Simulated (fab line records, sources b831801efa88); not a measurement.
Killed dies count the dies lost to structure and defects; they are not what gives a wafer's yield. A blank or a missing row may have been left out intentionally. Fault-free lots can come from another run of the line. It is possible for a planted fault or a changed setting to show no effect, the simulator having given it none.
Chamber matching / flow gf180mcu / GF_V3_CMP_26 on cmp-02 has 4 sister chambers
The step polishes, stops on SiO2, t overpolish 15 s, target thk 0 nm. 7 wafers are shown with their chamber, then 6 later ones without.

== WAFERS PAIRED WITH THEIR CHAMBERS ==
wafer=L254.3; chamber=1; motorCurrentA (A)=10.1; timeToEndpointS (s)=91
wafer=L260.6; chamber=2; motorCurrentA (A)=12.8; timeToEndpointS (s)=89
wafer=L264.4; chamber=2; motorCurrentA (A)=12.8; timeToEndpointS (s)=86
wafer=L264.6; chamber=0; motorCurrentA (A)=10.5; timeToEndpointS (s)=84
wafer=L266.2; chamber=0; motorCurrentA (A)=10.0; timeToEndpointS (s)=87
wafer=L266.4; chamber=3; motorCurrentA (A)=10.6; timeToEndpointS (s)=83
wafer=L266.5; chamber=3; motorCurrentA (A)=10.6; timeToEndpointS (s)=84

== WAFERS MISSING THEIR CHAMBER ==
wafer=L267.4; motorCurrentA (A)=10.7; timeToEndpointS (s)=83
wafer=L267.5; motorCurrentA (A)=10.4; timeToEndpointS (s)=81
wafer=L267.6; motorCurrentA (A)=13.5; timeToEndpointS (s)=84
wafer=L269.1; motorCurrentA (A)=10.7; timeToEndpointS (s)=87
wafer=L269.4; motorCurrentA (A)=10.5; timeToEndpointS (s)=84
wafer=L269.5; motorCurrentA (A)=10.3; timeToEndpointS (s)=85

== WHICH CHAMBER EACH WENT THROUGH ==
wafer=L267.4; from the rows above=3; in truth=3
wafer=L267.5; from the rows above=can't be placed: 3 or 0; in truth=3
wafer=L267.6; from the rows above=2; in truth=2
wafer=L269.1; from the rows above=can't be placed: 3 or 0 or 1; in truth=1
wafer=L269.4; from the rows above=can't be placed: 3 or 0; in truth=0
wafer=L269.5; from the rows above=can't be placed: 0 or 3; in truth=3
Correctly placed: 2 of 6. Cannot be placed on the basis of these rows: 4; the candidates contain the true chamber in 4. Number placed wrongly: 0.
How it was worked out, from the rows above alone: a wafer's distance from a chamber is the root of the sum, over the readings, of the square of ((its reading less the chamber's mean) divided by the reading's scatter). The wafer belongs to the nearest chamber; if the next one is less than 2 further off, it can't be placed. For every chamber, the mean is computed from those of its wafers that are shown. How the scatter is found: for the shown wafers, subtract from each reading the mean of its chamber, square and add these, divide the total by (wafers less chambers), then take the root.
